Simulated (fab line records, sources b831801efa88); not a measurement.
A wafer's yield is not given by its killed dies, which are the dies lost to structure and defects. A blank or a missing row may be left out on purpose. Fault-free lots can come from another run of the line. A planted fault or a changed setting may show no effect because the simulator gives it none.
A single fault, viewed from 2 desks | flow gf180mcu | numbers are kept per desk, each desk with only its own; the story behind them comes last

== METROLOGY DESK ==
Lot by lot, what the gauges showed, no matter which tool ran the lot: averages of those sampled wafers that carry a number. A lot is out of limits, marked OUT, if its mean lies more than 4 standard deviations from the usual mean; the brackets give that distance.
Columns: A = cd nm at GF_V3_CD_MEAS_14, usual 259.9 nm
lot  | first seen here | A
L925 | day 22 07:04    | 260.3
L927 | day 23 00:17    | 258.9
L929 | day 23 21:01    | 262.2
L931 | day 24 18:16    | 259.4
L933 | day 25 10:30    | 260.2
L934 | day 25 16:28    | 260.0
L935 | day 25 21:49    | 259.8
L936 | day 26 07:09    | 283.5 (+20) OUT
L937 | day 26 19:50    | 284.2 (+20) OUT
L938 | day 26 21:29    | 281.4 (+18) OUT
L943 | day 28 04:26    | 259.0
L944 | day 28 15:39    | 259.4
L945 | day 29 02:20    | 260.1
L946 | day 29 03:37    | 259.8
L947 | day 29 12:26    | 258.8
Finding of this desk: L936, L937, L938 out of limits; the first was L936 at day 26 07:09, on cd nm at GF_V3_CD_MEAS_14. L925, L927, L929, L931, L933, L934, L935, L943, L944, L945, L946, L947 stayed within limits.

== FOR THE TOOL OWNER'S DESK: litho track-02 ==
Per lot that ran on this tool, the mean of the sampled wafers carrying a number, from the tool's own readings at GF_V3_SOFTBAKE_10 (time 60 s). A lot is out of limits, marked OUT, if its mean lies more than 4 standard deviations from the usual mean; the brackets give that distance.
Columns: A = heater power total W at GF_V3_SOFTBAKE_10, usual 93.05 W; B = plate temp C at GF_V3_SOFTBAKE_10, usual 130.00 C
lot  | first seen here | A                       | B
L927 | day 22 13:00    | 93.05                   | 130.03
L929 | day 23 09:00    | 93.08                   | 129.99
L931 | day 24 06:00    | 93.06                   | 129.89
L933 | day 24 23:00    | 93.07                   | 129.99
L936 | day 25 20:00    | 99.68 (+99 or more) OUT | 136.92 (+49) OUT
L937 | day 26 09:00    | 99.58 (+99 or more) OUT | 137.02 (+50) OUT
L938 | day 26 11:00    | 99.61 (+99 or more) OUT | 137.06 (+50) OUT
L945 | day 28 16:00    | 93.10                   | 130.04
L946 | day 28 17:00    | 93.01                   | 129.83
L947 | day 29 02:00    | 93.00                   | 130.04
Finding of this desk: L936, L937, L938 out of limits; the first was L936 at day 25 20:00, on heater power total W at GF_V3_SOFTBAKE_10. L927, L929, L931, L933, L945, L946, L947 stayed within limits.

== TAKEN TOGETHER ==
The tool owner's desk had the chance to raise an alarm at day 25 20:00 on L936, L937, L938.
On L936, L937, L938, the metrology desk was in a position to raise an alarm at day 26 07:09.
Every lot named ran GF_V3_SOFTBAKE_10 on litho track-02.

== WHAT THE SIMULATOR HAD INSERTED ==
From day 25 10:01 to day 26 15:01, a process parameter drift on litho track-02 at GF_V3_SOFTBAKE_10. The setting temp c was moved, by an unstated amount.
Struck lots among those shown: L936, L937, L938.
Time in hours from fault onset to the first out-of-limits reading at each desk: tool owner's desk 10, metrology desk 21.
